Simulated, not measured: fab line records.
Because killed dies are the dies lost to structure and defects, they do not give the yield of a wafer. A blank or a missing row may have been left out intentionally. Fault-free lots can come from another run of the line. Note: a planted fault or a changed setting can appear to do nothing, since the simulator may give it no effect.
Chamber matching :: flow sfq-line :: cmp-01 running SFQ_TRILAYER_I3_CMP_CMP_082: 4 sister chambers
The step polishes SiO2. 4 wafers are shown with their chamber, then 8 later ones without.

WAFERS PAIRED WITH THEIR CHAMBERS
wafer: L304.5
chamber: 1
motor-current-A (A): 10.2

wafer: L309.5
chamber: 0
motor-current-A (A): 11.6

wafer: L311.2
chamber: 3
motor-current-A (A): 10.3

wafer: L311.4
chamber: 2
motor-current-A (A): 10.2

WAFERS WITH NO CHAMBER GIVEN
wafer: L311.6
motor-current-A (A): 10.3

wafer: L312.3
motor-current-A (A): 11.1

wafer: L312.4
motor-current-A (A): 9.9

wafer: L312.5
motor-current-A (A): 10.5

wafer: L314.1
motor-current-A (A): 11.2

wafer: L314.4
motor-current-A (A): 9.9

wafer: L316.5
motor-current-A (A): 9.7

wafer: L316.6
motor-current-A (A): 10.4

CHAMBER TAKEN BY EACH
wafer: L311.6
from the rows above: can't be placed: 3 or 1 or 2
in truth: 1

wafer: L312.3
from the rows above: can't be placed: 0 or 3 or 1 or 2
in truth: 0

wafer: L312.4
from the rows above: can't be placed: 1 or 2 or 3
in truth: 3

wafer: L312.5
from the rows above: can't be placed: 3 or 1 or 2
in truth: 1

wafer: L314.1
from the rows above: can't be placed: 0 or 3 or 1 or 2
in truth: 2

wafer: L314.4
from the rows above: can't be placed: 1 or 2 or 3
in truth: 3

wafer: L316.5
from the rows above: can't be placed: 1 or 2 or 3
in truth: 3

wafer: L316.6
from the rows above: can't be placed: 3 or 1 or 2
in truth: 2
Correctly placed: 0 of 8. From these rows, 8 cannot be placed; in 8 the true chamber is one of the candidates. Placed wrongly: 0.
How it was worked out, from the rows above alone: a wafer's distance from a chamber is the root of the sum, over the readings, of the square of ((its reading less the chamber's mean) divided by the reading's scatter). The wafer belongs to the nearest chamber; if the next one is less than 2 further off, it can't be placed. The mean given for a chamber averages the wafers shown for that chamber. The scatter: root of mean squared gap, hidden wafer to nearest shown wafer, with one shown wafer a chamber.
